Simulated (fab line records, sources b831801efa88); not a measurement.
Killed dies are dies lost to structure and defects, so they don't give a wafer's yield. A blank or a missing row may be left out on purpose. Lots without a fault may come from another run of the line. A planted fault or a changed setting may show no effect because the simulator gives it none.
Which tool did it? | flow sky130 | 24 lots, 72 wafers sampled, at 6 steps of a route of 708

WHAT THE GAUGES READ, wafer by wafer
SKY_CAP2M_OVL_MEAS_12.
lot  | measured     | on         | CAP2M_OVL (nm)
L074 | day 40 10:23 | overlay-02 | 1.3 0.8 1.2
L075 | day 41 02:47 | overlay-02 | -1.8 -1.1 1.2
L076 | day 41 05:58 | overlay-01 | -0.3 -1.1 -0.5
L077 | day 41 09:52 | overlay-02 | -0.1 1.1 0.9
L078 | day 41 15:10 | overlay-01 | 1.0 2.6 0.9
L079 | day 42 00:43 | overlay-02 | 1.0 1.2 1.8
L080 | day 42 13:43 | overlay-01 | -0.5 -0.1 -0.6
L081 | day 43 00:31 | overlay-01 | -1.6 -0.9 -0.4
L082 | day 43 20:37 | overlay-02 | -0.2 -0.4 0.1
L083 | day 43 23:29 | overlay-02 | 2.1 0.3 0.5
L085 | day 44 04:52 | overlay-02 | 1.6 2.2 0.5
L084 | day 44 05:17 | overlay-02 | -0.9 0.6 0.2
L086 | day 44 08:25 | overlay-01 | -1.6 0.7 -1.5
L088 | day 44 20:04 | overlay-01 | -0.3 -0.8 2.0
L087 | day 45 03:02 | overlay-01 | -1.1 0.2 -1.6
L090 | day 45 12:37 | overlay-02 | -1.0 -1.5 -0.4
L089 | day 45 13:55 | overlay-01 | -0.8 -1.1 -1.4
L091 | day 45 20:04 | overlay-02 | -0.1 1.1 -1.1
L092 | day 45 21:59 | overlay-02 | 1.0 1.3 -0.7
L093 | day 46 01:58 | overlay-02 | 1.8 -0.2 -1.5
L095 | day 46 05:56 | overlay-01 | -0.2 2.1 1.6
L094 | day 46 09:21 | overlay-01 | 0.1 2.4 0.8
L096 | day 46 15:17 | overlay-02 | -1.2 -1.4 -0.3
L097 | day 46 16:46 | overlay-02 | 0.6 1.7 0.8

WHICH TOOL RAN EACH LOT (tool, then ch and the chambers of the sampled wafers, then the start)
lot  | SKY_CONTACT_ETCH_17                | SKY_VIA1_CMP_24               | SKY_METAL2_SPUTTER_00        | SKY_METAL2_METAL_ETCH_19          | SKY_METAL3_ETCH_16
L074 | rie_diel-04 ch 0,1,2, day 31 06:46 | cmp-01 ch 1,2,3, day 33 17:56 | pvd_sputter-04, day 33 18:14 | rie_metal-01 ch 0,1, day 34 20:48 | rie_metal-01 ch 0, day 38 05:16
L075 | rie_diel-04 ch 1,3, day 31 23:46   | cmp-01 ch 0,3, day 34 09:02   | pvd_sputter-02, day 34 09:20 | rie_metal-01 ch 0,1, day 35 11:32 | rie_metal-02 ch 0,1, day 38 22:10
L076 | rie_diel-03 ch 0,1,3, day 32 04:55 | cmp-02 ch 1,2,3, day 34 14:13 | pvd_sputter-01, day 34 14:31 | rie_metal-01 ch 0,1, day 35 17:09 | rie_metal-04 ch 0, day 39 01:14
L077 | rie_diel-03 ch 0,2, day 32 11:01   | cmp-01 ch 0,1,3, day 34 21:17 | pvd_sputter-01, day 34 21:29 | rie_metal-01 ch 0,1, day 35 23:19 | rie_metal-02 ch 0,1, day 39 07:02
L078 | rie_diel-01 ch 1,2,3, day 32 14:38 | cmp-01 ch 1,2,3, day 34 23:33 | pvd_sputter-02, day 34 23:51 | rie_metal-01 ch 0,1, day 36 02:21 | rie_metal-02 ch 0,1, day 39 11:03
L079 | rie_diel-04 ch 0,2,3, day 32 23:40 | cmp-01 ch 0,2,3, day 35 10:13 | pvd_sputter-02, day 35 10:28 | rie_metal-03 ch 0, day 36 12:47   | rie_metal-02 ch 0,1, day 39 22:03
L080 | rie_diel-04 ch 0,2,3, day 33 17:19 | cmp-01 ch 0,1,3, day 36 01:44 | pvd_sputter-02, day 36 02:02 | rie_metal-01 ch 0, day 37 04:32   | rie_metal-02 ch 0,1, day 40 10:27
L081 | rie_diel-04 ch 1,3, day 34 07:34   | cmp-02 ch 1,2,3, day 36 14:56 | pvd_sputter-01, day 36 15:14 | rie_metal-02 ch 0,1, day 37 18:02 | rie_metal-01 ch 0,1, day 40 23:44
L082 | rie_diel-03 ch 1,2, day 35 03:37   | cmp-01 ch 0,3, day 37 11:55   | pvd_sputter-01, day 37 12:13 | rie_metal-01 ch 0, day 38 14:59   | rie_metal-02 ch 0,1, day 41 19:09
L083 | rie_diel-03 ch 0,1,2, day 35 07:25 | cmp-02 ch 0,1,2, day 37 17:11 | pvd_sputter-04, day 37 17:20 | rie_metal-02 ch 1, day 38 19:15   | rie_metal-02 ch 0,1, day 41 23:02
L085 | rie_diel-03 ch 0,1, day 35 12:07   | cmp-02 ch 1,2, day 37 21:17   | pvd_sputter-02, day 37 21:35 | rie_metal-03 ch 1, day 38 23:37   | rie_metal-02 ch 0,1, day 42 05:03
L084 | rie_diel-04 ch 0,1, day 35 14:08   | cmp-01 ch 0,1,2, day 37 22:18 | pvd_sputter-01, day 37 22:30 | rie_metal-02 ch 0,1, day 39 00:41 | rie_metal-04 ch 0,1, day 42 05:19
L086 | rie_diel-04 ch 0,1,2, day 35 17:55 | cmp-02 ch 0,1,3, day 38 01:50 | pvd_sputter-01, day 38 02:08 | rie_metal-03 ch 1, day 39 03:56   | rie_metal-04 ch 0,1, day 42 08:10
L088 | rie_diel-01 ch 0,2,3, day 36 07:11 | cmp-02 ch 1,2, day 38 15:31   | pvd_sputter-02, day 38 15:46 | rie_metal-03 ch 0,1, day 39 17:01 | rie_metal-02 ch 0,1, day 42 19:44
L087 | rie_diel-01 ch 2,3, day 36 14:01   | cmp-01 ch 1,2, day 38 22:45   | pvd_sputter-01, day 38 23:03 | rie_metal-02 ch 0,1, day 40 00:31 | rie_metal-02 ch 0,1, day 43 04:15
L090 | rie_diel-04 ch 1,2,3, day 37 04:11 | cmp-02 ch 0,2,3, day 39 11:13 | pvd_sputter-01, day 39 11:31 | rie_metal-03 ch 0,1, day 40 12:11 | rie_metal-01 ch 0,1, day 43 13:58
L089 | rie_diel-01 ch 1,2,3, day 37 04:32 | cmp-02 ch 0,2, day 39 11:43   | pvd_sputter-02, day 39 12:01 | rie_metal-02 ch 0,1, day 40 13:00 | rie_metal-01 ch 0,1, day 43 15:24
L091 | rie_diel-01 ch 1,2, day 37 14:26   | cmp-02 ch 0,1,2, day 39 20:46 | pvd_sputter-01, day 39 20:55 | rie_metal-02 ch 0,1, day 40 21:41 | rie_metal-01 ch 0,1, day 43 21:46
L092 | rie_diel-01 ch 0,1,2, day 37 15:41 | cmp-02 ch 0,3, day 39 21:34   | pvd_sputter-02, day 39 21:52 | rie_metal-03 ch 0,1, day 40 22:28 | rie_metal-01 ch 0,1, day 43 23:14
L093 | rie_diel-04 ch 0,1, day 37 17:13   | cmp-02 ch 0,1,3, day 40 00:28 | pvd_sputter-01, day 40 00:40 | rie_metal-01 ch 0,1, day 41 01:45 | rie_metal-02 ch 1, day 44 02:34
L095 | rie_diel-04 ch 0,2, day 38 03:34   | cmp-02 ch 0,2,3, day 40 09:49 | pvd_sputter-01, day 40 10:07 | rie_metal-02 ch 0,1, day 41 10:38 | rie_metal-01 ch 0,1, day 44 09:39
L094 | rie_diel-01 ch 0,2,3, day 38 04:32 | cmp-02 ch 0,2, day 40 11:36   | pvd_sputter-01, day 40 11:51 | rie_metal-03 ch 0,1, day 41 12:28 | rie_metal-01 ch 0,1, day 44 12:41
L096 | rie_diel-04 ch 0,1,3, day 38 13:10 | cmp-02 ch 0,1,3, day 40 18:47 | pvd_sputter-02, day 40 19:02 | rie_metal-01 ch 0, day 41 19:14   | rie_metal-02 ch 0,1, day 44 19:09
L097 | rie_diel-03 ch 1,2,3, day 38 17:31 | cmp-02 ch 0,2,3, day 40 21:49 | pvd_sputter-02, day 40 22:04 | rie_metal-01 ch 0, day 41 21:44   | rie_metal-01 ch 0,1, day 44 20:31
- SKY_CONTACT_ETCH_17: etches SiO2 in C4F8/O2/Ar, stops on Si3N4, target depth 340 nm.
- SKY_VIA1_CMP_24: polishes, stops on SiO2, t overpolish 15 s, target thk 0 nm.
- SKY_METAL2_SPUTTER_00: material Ti, target thk 15 nm, time 10 s.
- SKY_METAL2_METAL_ETCH_19: etches the open film in Cl2/BCl3, stops on SiO2, target depth 360 nm, time 78 s.
- SKY_METAL3_ETCH_16: etches BARC in N2/H2, stops on SiO2, time 88.2 s, target depth 60 nm.

WHAT THE TOOLS THEMSELVES READ (means of the sampled wafers that have a number; where no wafer has one, the mark that the record gives instead)
SKY_CONTACT_ETCH_17.
lot  | tool        | chamber_pressure_mTorr (mTorr) | oes_product_au (a.u.)
L074 | rie_diel-04 | 40.01                          | 0.890
L075 | rie_diel-04 | 39.98                          | 0.892
L076 | rie_diel-03 | 39.99                          | 0.896
L077 | rie_diel-03 | 39.99                          | 0.897
L078 | rie_diel-01 | 40.00                          | 0.887
L079 | rie_diel-04 | 39.99                          | 0.886
L080 | rie_diel-04 | 40.00                          | 0.888
L081 | rie_diel-04 | 39.99                          | 0.897
L082 | rie_diel-03 | 39.96                          | 0.888
L083 | rie_diel-03 | 39.96                          | 0.893
L085 | rie_diel-03 | 39.97                          | 0.895
L084 | rie_diel-04 | 39.94                          | 0.893
L086 | rie_diel-04 | 39.96                          | 0.892
L088 | rie_diel-01 | 40.01                          | 0.896
L087 | rie_diel-01 | 39.99                          | 0.894
L090 | rie_diel-04 | 40.01                          | 0.889
L089 | rie_diel-01 | 40.02                          | 0.888
L091 | rie_diel-01 | 40.03                          | 0.890
L092 | rie_diel-01 | 39.98                          | 0.888
L093 | rie_diel-04 | 40.02                          | 0.893
L095 | rie_diel-04 | 40.01                          | 0.890
L094 | rie_diel-01 | 39.97                          | 0.895
L096 | rie_diel-04 | 40.01                          | 0.889
L097 | rie_diel-03 | 40.05                          | 0.888

SKY_VIA1_CMP_24.
lot  | tool   | motor_current_A (A) | overpolish_run_s (s) | time_to_endpoint_s (s)
L074 | cmp-01 | 11.6                | 15.007               | 63
L075 | cmp-01 | 9.4                 | 15.001               | 63
L076 | cmp-02 | 11.1                | 15.002               | 67
L077 | cmp-01 | 10.7                | 15.000               | 62
L078 | cmp-01 | 11.6                | 15.001               | 63
L079 | cmp-01 | 10.6                | 14.998               | 64
L080 | cmp-01 | 11.0                | 15.002               | 63
L081 | cmp-02 | 11.1                | 15.003               | 66
L082 | cmp-01 | 9.6                 | 15.001               | 62
L083 | cmp-02 | 10.6                | 15.000               | 62
L085 | cmp-02 | 10.1                | 14.989               | 63
L084 | cmp-01 | 11.9                | 14.998               | 62
L086 | cmp-02 | 11.5                | 14.995               | 64
L088 | cmp-02 | 10.0                | 14.986               | 65
L087 | cmp-01 | 12.9                | 14.992               | 65
L090 | cmp-02 | 11.1                | 14.995               | 64
L089 | cmp-02 | 9.5                 | 15.011               | 65
L091 | cmp-02 | 10.1                | 15.002               | 59
L092 | cmp-02 | 12.1                | 14.998               | 66
L093 | cmp-02 | 11.7                | 14.985               | 65
L095 | cmp-02 | 10.9                | 14.992               | 63
L094 | cmp-02 | 9.7                 | 14.995               | 62
L096 | cmp-02 | 11.5                | 15.002               | 68
L097 | cmp-02 | 11.0                | 15.001               | 65

SKY_METAL2_SPUTTER_00.
lot  | tool           | throttle_valve_pct (%)
L074 | pvd_sputter-04 | 30.4
L075 | pvd_sputter-02 | 30.0
L076 | pvd_sputter-01 | 29.0
L077 | pvd_sputter-01 | 29.0
L078 | pvd_sputter-02 | 30.2
L079 | pvd_sputter-02 | 30.0
L080 | pvd_sputter-02 | 29.6
L081 | pvd_sputter-01 | 29.1
L082 | pvd_sputter-01 | 28.9
L083 | pvd_sputter-04 | 30.3
L085 | pvd_sputter-02 | 30.6
L084 | pvd_sputter-01 | 29.2
L086 | pvd_sputter-01 | 28.6
L088 | pvd_sputter-02 | 30.2
L087 | pvd_sputter-01 | 28.4
L090 | pvd_sputter-01 | 28.6
L089 | pvd_sputter-02 | 29.8
L091 | pvd_sputter-01 | 29.1
L092 | pvd_sputter-02 | 30.8
L093 | pvd_sputter-01 | 28.7
L095 | pvd_sputter-01 | 29.0
L094 | pvd_sputter-01 | 28.9
L096 | pvd_sputter-02 | 30.1
L097 | pvd_sputter-02 | 30.2

SKY_METAL2_METAL_ETCH_19.
lot  | tool         | chamber_pressure_mTorr (mTorr) | drypump_motor_current_A (A) | mfc_cl2_sccm (sccm) | oes_product_au (a.u.) | throttle_valve_pct (%)
L074 | rie_metal-01 | 10.002                         | 5.92                        | 59.90               | 0.851                 | 22.262
L075 | rie_metal-01 | 10.005                         | 5.83                        | 60.12               | 0.853                 | 22.263
L076 | rie_metal-01 | 9.998                          | 5.95                        | 59.97               | 0.849                 | 22.267
L077 | rie_metal-01 | 10.004                         | 5.83                        | 60.15               | 0.856                 | 22.265
L078 | rie_metal-01 | 9.987                          | 5.93                        | 59.93               | 0.856                 | 22.265
L079 | rie_metal-03 | 10.000                         | 5.79                        | 60.01               | 0.849                 | 22.261
L080 | rie_metal-01 | 9.985                          | 6.02                        | 60.04               | 0.853                 | 22.270
L081 | rie_metal-02 | 10.000                         | 5.95                        | 59.80               | 0.855                 | 22.266
L082 | rie_metal-01 | 9.999                          | 6.02                        | 60.02               | 0.845                 | 22.264
L083 | rie_metal-02 | 10.002                         | 5.85                        | 59.95               | 0.856                 | 22.265
L085 | rie_metal-03 | 9.999                          | 5.70                        | 59.97               | 0.851                 | 22.266
L084 | rie_metal-02 | 9.993                          | 6.06                        | 60.17               | 0.851                 | 22.267
L086 | rie_metal-03 | 9.994                          | 5.71                        | 59.98               | 0.852                 | 22.259
L088 | rie_metal-03 | 9.995                          | 5.74                        | 59.98               | 0.850                 | 22.273
L087 | rie_metal-02 | 10.004                         | 6.08                        | 60.08               | 0.860                 | 22.265
L090 | rie_metal-03 | 9.992                          | 5.73                        | 60.04               | 0.855                 | 22.275
L089 | rie_metal-02 | 9.995                          | 5.96                        | 59.85               | 0.853                 | 22.266
L091 | rie_metal-02 | 9.993                          | 6.09                        | 60.10               | 0.849                 | 22.262
L092 | rie_metal-03 | 9.999                          | 5.75                        | 59.73               | 0.849                 | 22.270
L093 | rie_metal-01 | 10.005                         | 5.83                        | 59.81               | 0.852                 | 22.261
L095 | rie_metal-02 | 10.003                         | 5.98                        | 60.01               | 0.854                 | 22.256
L094 | rie_metal-03 | 9.997                          | 5.73                        | 60.03               | 0.851                 | 22.260
L096 | rie_metal-01 | 9.997                          | 6.02                        | 60.02               | 0.851                 | 22.264
L097 | rie_metal-01 | 9.999                          | 6.04                        | 60.02               | 0.852                 | 22.264

SKY_METAL3_ETCH_16.
lot  | tool         | chamber_pressure_mTorr (mTorr) | drypump_motor_current_A (A) | oes_product_au (a.u.) | throttle_valve_pct (%)
L074 | rie_metal-01 | 29.969                         | 6.02                        | 0.625                 | 13.202
L075 | rie_metal-02 | 30.002                         | 6.10                        | 0.625                 | 13.198
L076 | rie_metal-04 | 29.994                         | 6.18                        | 0.621                 | 13.201
L077 | rie_metal-02 | 30.016                         | 6.09                        | 0.629                 | 13.199
L078 | rie_metal-02 | 30.001                         | 5.97                        | 0.625                 | 13.206
L079 | rie_metal-02 | 30.017                         | 5.97                        | 0.629                 | 13.208
L080 | rie_metal-02 | 29.988                         | 6.10                        | 0.625                 | 13.207
L081 | rie_metal-01 | 30.004                         | 5.95                        | 0.621                 | 13.211
L082 | rie_metal-02 | 30.005                         | 6.09                        | 0.627                 | 13.206
L083 | rie_metal-02 | 29.999                         | 5.97                        | 0.625                 | 13.204
L085 | rie_metal-02 | 30.008                         | 5.98                        | 0.631                 | 13.200
L084 | rie_metal-04 | 30.016                         | 5.60                        | 0.627                 | 13.207
L086 | rie_metal-04 | 30.016                         | 5.62                        | 0.624                 | 13.203
L088 | rie_metal-02 | 29.999                         | 6.07                        | 0.625                 | 13.199
L087 | rie_metal-02 | 29.984                         | 5.99                        | 0.622                 | 13.195
L090 | rie_metal-01 | 29.994                         | 5.93                        | 0.629                 | 13.208
L089 | rie_metal-01 | 30.000                         | 5.83                        | 0.628                 | 13.200
L091 | rie_metal-01 | 30.012                         | 5.93                        | 0.625                 | 13.200
L092 | rie_metal-01 | 29.999                         | 5.84                        | 0.627                 | 13.214
L093 | rie_metal-02 | 29.978                         | 5.86                        | 0.624                 | 13.200
L095 | rie_metal-01 | 29.999                         | 5.94                        | 0.627                 | 13.199
L094 | rie_metal-01 | 30.002                         | 5.84                        | 0.627                 | 13.206
L096 | rie_metal-02 | 30.010                         | 6.08                        | 0.622                 | 13.199
L097 | rie_metal-01 | 30.006                         | 5.84                        | 0.624                 | 13.200

THE ANSWER, worked out from the rows above alone
Rule: what is usual is taken from the lots themselves. Put in order of their means at a reading, lots are off if they are a third of the lots or fewer, leave a main group of 4 or more, and stand apart from it by a gap of 3 or more times the standard deviation of the main group's means; of several such gaps the widest counts. A main group whose means are all the same, to the digits that the tables above print for the reading, isn't used. A lot without any number at a reading at which 4 lots or more have one is off too. The other lots that the step has rows for count as sound. The gauges are gone through in route order, then the tools' own readings, and for those a lot's mean is taken as printed above. The first step at which some lot is off is used, and at that step the reading that is off furthest; a lot without a number counts as furthest.
No lot is off at any reading shown: from this, nothing can be told.

WHAT THE SIMULATOR HAD PUT IN
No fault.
